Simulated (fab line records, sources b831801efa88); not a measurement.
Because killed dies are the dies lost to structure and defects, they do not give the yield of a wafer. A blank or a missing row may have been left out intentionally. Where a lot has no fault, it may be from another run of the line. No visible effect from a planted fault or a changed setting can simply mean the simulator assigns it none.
fab line records	flow sky130
record: lots: 12	wafers: 36	last_day: 50
route steps=708 shown VT_ADJUST_PCH@153 POLY_GATE@227 LDD_N@248 LDD_HVN@277 PAD_OPEN@708
lots that met no fault: from a run of the same line without faults
start_h: hours from the record's opening day to when the first of the lot's shown wafers began	wait_h: hours elapsed since this lot's preceding step	" as in the row above	L1.1+2: several wafers, shown together as one row	- no value, or no start given	* or withheld: withheld	< > ~ a bound
route shown NAME@n: NAME is a module with steps in the file, n the number in the route of the first one	usual: mean/standard deviation of fault-free wafers	same: alike in all rows	chamber/n: place in a boat	sites: per-site readings	_std_site: their standard deviation	_edge_site: the outer-site mean with the inner-site mean subtracted	radius_mm: how far each site lies from the wafer's centre	mask NAME#n: copy n	behind: the most recent tool/chamber to have shaped the wafer	hold: why the lot went on hold/how many hours it stayed there/how the hold came to an end	device: the n, p or np transistor that did not switch	end of line: the tests these same wafers got at the end of their route	a step without rows: its recipe alone	killed: not the wafer's yield, but the dies lost to structure and defects at the first sort	map: a wafer's dies, marking killed ones x, the rest . and places with no die _
set.NAME: the setting that was run; set.NAME@STEP: the one run at that earlier step	model.NAME: the simulator's own value behind a step, which no gauge read
steps of the route over a sample of lots; a table a step, a row a wafer
services: from which hour (start_h, from the record's first day; less than 0 if before it) a tool's chamber was out of use, for how many hours, and why
== steps ==
step: SKY_VT_ADJUST_PCH_TW_MEAS_10
usual: VT_ADJUST_PCH_TW: 143.0/1.1
lot.wafer	tool	chamber	start_h	wait_h	VT_ADJUST_PCH_TW
L998.3	film_metro-01	-	249.41	0.1	144.3
L998.4	"	-	"	"	143.6
L998.5	"	-	"	"	143.1
L999.2	film_metro-02	-	250.38	0.1	141.2
L999.3	"	-	"	"	141.0
L999.5	"	-	"	"	141.5
L100.4	film_metro-03	-	260.42	0.1	143.6
L100.5	"	-	"	"	144.0
L100.6	"	-	"	"	143.1
L108.3	film_metro-03	-	306.74	0.1	144.0
L108.4	"	-	"	"	144.0
L108.6	"	-	"	"	144.2
L110.1	film_metro-03	-	317.04	0.1	144.0
L110.4	"	-	"	"	143.8
L110.5	"	-	"	"	144.1
L112.1	film_metro-02	-	330.32	0.1	142.5
L112.3	"	-	"	"	142.1
L112.5	"	-	"	"	141.4
L113.3	film_metro-01	-	342.09	0.1	143.4
L113.4	"	-	"	"	143.1
L113.6	"	-	"	"	143.5
L114.1	film_metro-03	-	354.42	0.1	144.4
L114.3	"	-	"	"	144.8
L114.6	"	-	"	"	144.8
L115.1	film_metro-01	-	355.14	0.1	142.9
L115.3	"	-	"	"	142.8
L115.6	"	-	"	"	143.6
L117.2	film_metro-01	-	373.35	0.1	142.8
L117.3	"	-	"	"	143.3
L117.6	"	-	"	"	143.2
L120.3	film_metro-03	-	395.94	0.1	144.2
L120.4	"	-	"	"	143.7
L120.5	"	-	"	"	144.6
L121.1	film_metro-03	-	405.24	0.1	144.3
L121.3	"	-	"	"	144.3
L121.5	"	-	"	"	144.4
step: SKY_POLY_GATE_CD_MEAS_13
recipe: target_cd_nm: 150
usual: cd_nm: 150.2/1.3
lot.wafer	tool	chamber	start_h	wait_h	cd_nm
L998.3	cd_sem-01	-	390.57	-	149.9
L998.4	"	-	"	"	150.7
L998.5	"	-	"	"	147.6
L999.2	cd_sem-01	-	396.61	-	149.1
L999.3	"	-	"	"	150.0
L999.5	"	-	"	"	150.0
L100.4	cd_sem-02	-	410.39	-	150.0
L100.5	"	-	"	"	148.3
L100.6	"	-	"	"	149.9
L108.3	cd_sem-01	-	463.98	-	149.6
L108.4	"	-	"	"	149.2
L108.6	"	-	"	"	151.1
L110.1	cd_sem-02	-	475.66	-	150.8
L110.4	"	-	"	"	152.5
L110.5	"	-	"	"	149.8
L112.1	cd_sem-02	-	493.16	-	150.7
L112.3	"	-	"	"	150.9
L112.5	"	-	"	"	150.4
L113.3	cd_sem-01	-	506.32	-	149.2
L113.4	"	-	"	"	150.3
L113.6	"	-	"	"	150.0
L115.1	cd_sem-02	-	521.01	-	150.5
L115.3	"	-	"	"	150.8
L115.6	"	-	"	"	150.9
L114.1	cd_sem-02	-	521.66	-	148.9
L114.3	"	-	"	"	149.8
L114.6	"	-	"	"	148.5
L117.2	cd_sem-01	-	539.01	-	151.8
L117.3	"	-	"	"	151.4
L117.6	"	-	"	"	151.5
L120.3	cd_sem-01	-	566.13	-	151.3
L120.4	"	-	"	"	150.6
L120.5	"	-	"	"	150.8
L121.1	cd_sem-02	-	570.78	-	152.1
L121.3	"	-	"	"	151.3
L121.5	"	-	"	"	151.9
step: SKY_LDD_N_IMPLANT_11
recipe: species: As	energy_kev: 20	dose_cm2: 7.5e+13	tilt_deg: withheld	rotation_deg: 293
usual: beam_energy_keV: 20.000/0.007
lot.wafer	tool	chamber	start_h	wait_h	beam_energy_keV
L998.3	implanter-01	0	424.12	0.1	20.002
L998.4	"	0	"	"	20.010
L998.5	"	0	"	"	19.996
L999.2	implanter-04	0	429.58	0.1	20.000
L999.3	"	0	"	"	20.002
L999.5	"	0	"	"	19.994
L100.4	implanter-01	0	443.99	0.1	20.001
L100.5	"	0	"	"	20.004
L100.6	"	0	"	"	20.001
L108.3	implanter-01	0	499.56	0.1	19.988
L108.4	"	0	"	"	19.993
L108.6	"	0	"	"	19.993
L108.3	implanter-01	0	499.88	0.3	20.005
L108.4	"	0	"	"	20.006
L108.6	"	0	"	"	20.015
L110.1	implanter-02	0	509.50	0.1	19.992
L110.4	"	0	"	"	20.002
L110.5	"	0	"	"	20.005
L110.1	implanter-02	0	509.82	0.3	19.989
L110.4	"	0	"	"	19.995
L110.5	"	0	"	"	19.998
L112.1	implanter-04	0	526.34	0.1	20.000
L112.3	"	0	"	"	20.002
L112.5	"	0	"	"	19.991
L113.3	implanter-01	0	539.86	0.1	19.991
L113.4	"	0	"	"	19.999
L113.6	"	0	"	"	19.993
L115.1	implanter-04	0	552.75	0.1	20.002
L115.3	"	0	"	"	19.998
L115.6	"	0	"	"	20.005
L114.1	implanter-04	0	553.95	0.1	19.983
L114.3	"	0	"	"	20.005
L114.6	"	0	"	"	19.997
L117.2	implanter-02	0	573.01	0.1	20.016
L117.3	"	0	"	"	20.016
L117.6	"	0	"	"	20.009
L120.3	implanter-04	0	597.71	0.1	20.004
L120.4	"	0	"	"	19.999
L120.5	"	0	"	"	20.004
L121.1	implanter-04	0	601.44	0.1	20.001
L121.3	"	0	"	"	19.992
L121.5	"	0	"	"	20.001
step: SKY_LDD_N_STRIP_16
recipe: chemistry: O2/N2	power_w: 1400	pressure_mtorr: 1500	platen_temp_c: withheld	o2_flow_sccm: 3000	n2_flow_sccm: 300	overash_fraction: 0.5
usual: drypump_motor_current_A: 5.8/0.6	oes_product_au: 0.406/0.0045	strip_time_to_endpoint_s: 4.315/0.012
lot.wafer	tool	chamber	start_h	wait_h	drypump_motor_current_A	oes_product_au	rf_hours_counter_h	strip_time_to_endpoint_s
L998.3	plasma_asher-04	0	424.85	0.1	5.7	0.406	-	4.298
L998.4	"	1	"	"	6.0	0.404	-	4.311
L998.5	"	0	"	"	5.7	0.409	-	4.292
L999.2	plasma_asher-04	1	430.30	0.1	6.0	0.407	60	4.314
L999.3	"	0	"	"	5.7	0.406	-	4.321
L999.5	"	0	"	"	5.8	0.400	-	4.312
L100.4	plasma_asher-04	0	444.70	0.1	5.8	0.407	-	4.307
L100.5	"	0	"	"	5.8	0.400	-	4.315
L100.6	"	1	"	"	6.0	0.406	-	4.312
L108.3	plasma_asher-03	1	500.61	0.1	6.3	0.400	-	4.521
L108.4	"	0	"	"	4.9	0.403	-	4.527
L108.6	"	1	"	"	6.3	0.408	-	4.529
L110.1	plasma_asher-03	0	510.57	0.1	4.9	0.418	39	4.517
L110.4	"	0	"	"	4.9	0.408	-	4.525
L110.5	"	1	"	"	6.3	0.403	-	4.534
L112.1	plasma_asher-03	1	527.09	0.1	6.3	0.411	41	4.327
L112.3	"	1	"	"	6.3	0.409	-	4.311
L112.5	"	1	"	"	6.3	0.401	-	4.309
L113.3	plasma_asher-03	1	540.60	0.1	6.3	0.398	-	4.325
L113.4	"	0	"	"	4.9	0.406	-	4.312
L113.6	"	1	"	"	6.3	0.412	-	4.327
L115.1	plasma_asher-01	1	553.50	0.1	5.6	0.411	86	4.325
L115.3	"	0	"	"	6.4	0.405	-	4.322
L115.6	"	0	"	"	6.4	0.402	-	4.333
L114.1	plasma_asher-01	1	554.70	0.1	5.6	0.408	86	4.322
L114.3	"	0	"	"	6.4	0.406	-	4.331
L114.6	"	1	"	"	5.6	0.407	-	4.336
L117.2	plasma_asher-04	1	573.74	0.1	5.9	0.411	75	4.320
L117.3	"	1	"	"	6.0	0.416	-	4.285
L117.6	"	1	"	"	6.0	0.412	-	4.293
L120.3	plasma_asher-03	1	598.45	0.1	6.3	0.400	-	4.309
L120.4	"	0	"	"	4.9	0.402	-	4.328
L120.5	"	1	"	"	6.4	0.412	-	4.323
L121.1	plasma_asher-01	1	602.19	0.1	5.6	0.407	91	4.290
L121.3	"	1	"	"	5.6	0.411	-	4.306
L121.5	"	1	"	"	5.6	0.406	-	4.295
step: SKY_LDD_N_TW_MEAS_17
usual: LDD_N_TW: 2602/15
lot.wafer	tool	chamber	start_h	wait_h	LDD_N_TW
L998.3	film_metro-03	-	424.94	0.1	2615
L998.4	"	-	"	"	2628
L998.5	"	-	"	"	2603
L999.2	film_metro-03	-	430.41	0.1	2630
L999.3	"	-	"	"	2618
L999.5	"	-	"	"	2626
L100.4	film_metro-01	-	444.80	0.1	2607
L100.5	"	-	"	"	2606
L100.6	"	-	"	"	2625
L108.3	film_metro-01	-	500.70	0.1	2708
L108.4	"	-	"	"	2697
L108.6	"	-	"	"	2717
L110.1	film_metro-03	-	510.67	0.1	2697
L110.4	"	-	"	"	2722
L110.5	"	-	"	"	2702
L112.1	film_metro-03	-	527.19	0.1	2586
L112.3	"	-	"	"	2604
L112.5	"	-	"	"	2595
L113.3	film_metro-01	-	540.68	0.1	2618
L113.4	"	-	"	"	2593
L113.6	"	-	"	"	2602
L115.1	film_metro-03	-	553.60	0.1	2586
L115.3	"	-	"	"	2589
L115.6	"	-	"	"	2573
L114.1	film_metro-03	-	554.80	0.1	2597
L114.3	"	-	"	"	2576
L114.6	"	-	"	"	2579
L117.2	film_metro-01	-	573.85	0.1	2611
L117.3	"	-	"	"	2612
L117.6	"	-	"	"	2605
L120.3	film_metro-04	-	598.53	0.1	2615
L120.4	"	-	"	"	2600
L120.5	"	-	"	"	2597
L121.1	film_metro-03	-	602.29	0.1	2592
L121.3	"	-	"	"	2582
L121.5	"	-	"	"	2591
step: SKY_LDD_HVN_TW_MEAS_10
usual: LDD_HVN_TW: 1443/8.7
lot.wafer	tool	chamber	start_h	wait_h	LDD_HVN_TW
L998.3	film_metro-03	-	486.64	0.1	1449
L998.4	"	-	"	"	1439
L998.5	"	-	"	"	1446
L999.2	film_metro-01	-	492.99	0.1	1451
L999.3	"	-	"	"	1453
L999.5	"	-	"	"	1445
L100.4	film_metro-03	-	507.45	0.1	1446
L100.5	"	-	"	"	1445
L100.6	"	-	"	"	1453
L108.3	film_metro-03	-	561.11	0.1	1439
L108.4	"	-	"	"	1438
L108.6	"	-	"	"	1437
L110.1	film_metro-02	-	569.97	0.1	1436
L110.4	"	-	"	"	1440
L110.5	"	-	"	"	1441
L112.1	film_metro-01	-	586.62	0.1	1463
L112.3	"	-	"	"	1450
L112.5	"	-	"	"	1454
L113.3	film_metro-02	-	599.63	0.1	1432
L113.4	"	-	"	"	1443
L113.6	"	-	"	"	1435
L115.1	film_metro-01	-	612.87	0.1	1458
L115.3	"	-	"	"	1461
L115.6	"	-	"	"	1455
L114.1	film_metro-02	-	613.47	0.1	1431
L114.3	"	-	"	"	1436
L114.6	"	-	"	"	1428
L117.2	film_metro-03	-	631.60	0.1	1436
L117.3	"	-	"	"	1440
L117.6	"	-	"	"	1443
L120.3	film_metro-01	-	656.24	0.1	1428
L120.4	"	-	"	"	1428
L120.5	"	-	"	"	1429
L121.1	film_metro-02	-	659.61	0.1	1438
L121.3	"	-	"	"	1440
L121.5	"	-	"	"	1440
step: SKY_PAD_OPEN_PROBE_99
usual: killed_at_M0_to_M3: 43/7	killed_at_M4_up: 3.1/1.9	killed_at_contacts: 25/6.1	killed_at_front_end: 15/4.5	killed_at_other: 0.3/0.55	killed_dies: 87/8.9	killed_open: 47/6.4	killed_short: 40/6.6
same: gross_dies: 492	killed_at_back_side: 0
lot.wafer	tool	chamber	start_h	wait_h	killed_at_M0_to_M3	killed_at_M4_up	killed_at_contacts	killed_at_front_end	killed_at_other	killed_dies	killed_open	killed_short
L108.3	prober-02	-	1141.57	0.2	31	5	48	15	0	99	57	41
L108.4	prober-02	-	1141.62	0.2	36	1	25	13	1	76	48	27
L108.6	prober-02	-	1141.72	0.2	32	2	25	21	0	80	48	32
L113.3	prober-01	-	1165.14	0.2	46	1	21	18	0	86	43	43
L113.4	prober-01	-	1165.19	0.2	37	3	37	12	0	89	49	40
L113.6	prober-01	-	1165.29	0.2	39	0	22	16	1	78	53	25
L115.1	prober-02	-	1172.57	0.1	40	5	25	19	0	89	46	38
L115.3	prober-02	-	1172.67	0.2	37	0	22	14	1	74	43	30
L115.6	prober-02	-	1172.82	0.2	41	1	25	22	0	89	56	33
L114.1	prober-02	-	1178.56	0.1	53	1	24	17	0	95	49	46
L114.3	prober-02	-	1178.66	0.2	44	2	21	14	2	83	39	44
L114.6	prober-02	-	1178.81	0.2	46	3	22	16	0	87	44	43
L117.2	prober-01	-	1185.31	0.1	36	8	30	18	0	92	47	44
L117.3	prober-01	-	1185.36	0.2	42	2	23	10	0	77	36	41
L117.6	prober-01	-	1185.51	0.2	36	2	32	11	0	81	44	37
L121.1	prober-01	-	1204.27	0.1	47	2	18	18	1	86	40	46
L121.3	prober-01	-	1204.37	0.2	40	1	22	15	0	78	39	39
L121.5	prober-01	-	1204.47	0.2	49	3	26	23	0	101	47	54
killed by level:class
L108.3 CONTACT:geometric_particle:open=19 LI_CONTACT:geometric_particle:open=14 VIA2:geometric_particle:open=7 VIA1:geometric_particle:open=6 LI_CONTACT:geometric_particle:short=6 CONTACT:geometric_particle:short=6 FIELD_ISO:geometric_particle:short=4 POLY_GATE:geometric_particle:short=4
L108.4 VIA1:geometric_particle:open=10 LI_CONTACT:geometric_particle:open=9 CONTACT:geometric_particle:open=8 METAL1:geometric_particle:short=7 POLY_GATE:geometric_particle:short=5 VIA2:geometric_particle:open=5 CONTACT:geometric_particle:short=4 VIA3:geometric_particle:open=4
L108.6 VIA1:geometric_particle:open=10 CONTACT:geometric_particle:open=9 FIELD_ISO:geometric_particle:short=8 VIA3:geometric_particle:open=8 LI_CONTACT:geometric_particle:open=7 CONTACT:geometric_particle:short=4 FIELD_ISO:geometric_particle:open=3 VIA2:geometric_particle:short=3
L113.3 VIA2:geometric_particle:open=9 METAL1:geometric_particle:short=7 VIA1:geometric_particle:open=6 METAL2:geometric_particle:short=6 LI_CONTACT:geometric_particle:open=5 FIELD_ISO:geometric_particle:open=4 SPACER:geometric_particle:short=4 CONTACT:geometric_particle:open=4
L113.4 CONTACT:geometric_particle:open=10 LI_CONTACT:geometric_particle:open=10 VIA1:geometric_particle:open=9 CONTACT:geometric_particle:short=8 VIA2:geometric_particle:open=8 METAL1:geometric_particle:short=7 FIELD_ISO:geometric_particle:open=4 LOCAL_INTERCONNECT:geometric_particle:short=4
L113.6 VIA1:geometric_particle:open=12 VIA2:geometric_particle:open=9 LI_CONTACT:geometric_particle:open=7 VIA3:geometric_particle:open=6 METAL1:geometric_particle:short=4 FIELD_ISO:geometric_particle:open=4 LOCAL_INTERCONNECT:geometric_particle:short=4 CONTACT:geometric_particle:open=4
L115.1 VIA3:geometric_particle:open=11 METAL1:geometric_particle:short=8 LI_CONTACT:geometric_particle:open=7 LOCAL_INTERCONNECT:geometric_particle:short=7 FIELD_ISO:geometric_particle:open=6 CONTACT:geometric_particle:open=6 POLY_GATE:geometric_particle:short=5 VIA2:geometric_particle:short=5
L115.3 VIA2:geometric_particle:open=8 LI_CONTACT:geometric_particle:open=8 VIA3:geometric_particle:open=7 CONTACT:geometric_particle:open=6 VIA1:geometric_particle:open=6 METAL1:geometric_particle:short=5 POLY_GATE:geometric_particle:short=5 VIA3:geometric_particle:short=4
L115.6 CONTACT:geometric_particle:open=11 VIA3:geometric_particle:open=9 POLY_GATE:geometric_particle:open=8 VIA1:geometric_particle:open=8 LI_CONTACT:geometric_particle:open=6 VIA2:geometric_particle:open=6 FIELD_ISO:geometric_particle:open=5 LOCAL_INTERCONNECT:geometric_particle:short=5
L114.1 CONTACT:geometric_particle:open=8 VIA1:geometric_particle:open=8 METAL2:geometric_particle:short=8 LI_CONTACT:geometric_particle:open=7 VIA1:geometric_particle:short=7 VIA2:geometric_particle:open=7 FIELD_ISO:geometric_particle:open=5 POLY_GATE:geometric_particle:short=5
L114.3 VIA2:geometric_particle:open=7 FIELD_ISO:geometric_particle:open=6 CONTACT:geometric_particle:short=6 VIA3:geometric_particle:open=6 METAL2:geometric_particle:short=6 CONTACT:geometric_particle:open=5 METAL1:geometric_particle:short=5 VIA1:geometric_particle:short=5
L114.6 VIA1:geometric_particle:open=14 FIELD_ISO:geometric_particle:short=7 CONTACT:geometric_particle:short=6 VIA1:geometric_particle:short=6 LI_CONTACT:geometric_particle:open=5 CONTACT:geometric_particle:open=5 VIA2:geometric_particle:open=5 FIELD_ISO:geometric_particle:open=4
L117.2 CONTACT:geometric_particle:open=10 LI_CONTACT:geometric_particle:open=8 CONTACT:geometric_particle:short=7 VIA1:geometric_particle:open=7 FIELD_ISO:geometric_particle:short=6 METAL4:geometric_particle:short=6 METAL1:geometric_particle:short=5 POLY_GATE:geometric_particle:short=4
L117.3 CONTACT:geometric_particle:open=10 METAL2:geometric_particle:short=9 LI_CONTACT:geometric_particle:open=6 VIA1:geometric_particle:short=6 VIA1:geometric_particle:open=6 VIA3:geometric_particle:open=6 LOCAL_INTERCONNECT:geometric_particle:short=5 FIELD_ISO:geometric_particle:short=4
L117.6 CONTACT:geometric_particle:open=13 VIA1:geometric_particle:open=8 LI_CONTACT:geometric_particle:open=7 VIA3:geometric_particle:open=7 CONTACT:geometric_particle:short=5 METAL2:geometric_particle:short=5 LOCAL_INTERCONNECT:geometric_particle:short=4 FIELD_ISO:geometric_particle:open=3
L121.1 POLY_GATE:geometric_particle:short=7 VIA3:geometric_particle:open=7 CONTACT:geometric_particle:open=7 VIA1:geometric_particle:open=7 METAL1:geometric_particle:short=6 VIA2:geometric_particle:open=5 METAL2:geometric_particle:short=5 METAL3:geometric_particle:short=4
L121.3 CONTACT:geometric_particle:open=9 VIA3:geometric_particle:open=8 VIA1:geometric_particle:open=7 FIELD_ISO:geometric_particle:short=6 METAL2:geometric_particle:short=5 LI_CONTACT:geometric_particle:short=4 METAL1:geometric_particle:short=4 CONTACT:geometric_particle:short=4
L121.5 VIA1:geometric_particle:open=11 METAL1:geometric_particle:short=8 FIELD_ISO:geometric_particle:short=7 POLY_GATE:geometric_particle:short=7 LI_CONTACT:geometric_particle:open=7 CONTACT:geometric_particle:open=7 CONTACT:geometric_particle:short=7 METAL2:geometric_particle:short=7
== services ==
tool	chamber	start_h	hours	kind
implanter-04	-	421.08	4.0	pm
implanter-02	-	422.42	3.4	repair
implanter-01	-	432.44	3.0	pm
implanter-01	-	502.54	2.8	repair
implanter-02	-	538.73	4.0	pm
implanter-01	-	552.13	5.5	repair
plasma_asher-03	-	585.74	2.3	repair
implanter-04	-	602.23	4.7	repair
== key ==
first_sign: step: SKY_LDD_N_IMPLANT_11	reading: visit	direction: added
effect: step: SKY_LDD_N_STRIP_16	reading: strip_time_to_endpoint_s	direction: up	sigmas: 17	usual: *	struck: *
effect: step: SKY_LDD_N_TW_MEAS_17	reading: LDD_N_TW	direction: up	sigmas: 7.1	usual: 2602	struck: 2707
met_at SKY_LDD_N_IMPLANT_11
struck_lots L108,L110
tester_left_out L108,L110
not_acting_at SKY_VT_ADJUST_PCH_TW_MEAS_10,SKY_POLY_GATE_CD_MEAS_13,SKY_LDD_HVN_TW_MEAS_10
fault: kind: repeated_step_whole	tool: implanter-01,implanter-02,implanter-04	chamber: -	onset_h: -	steps: SKY_LDD_N_IMPLANT_11	times: 1	scope: struck_lots_only
tester_left_out: of these lots the tester's yield and bins aren't shown, on N5 and GAA mostly nor the transistor test; their killed dies are dies lost to structure and defects alone, not to doping, threshold or leakage, so they don't give the yield
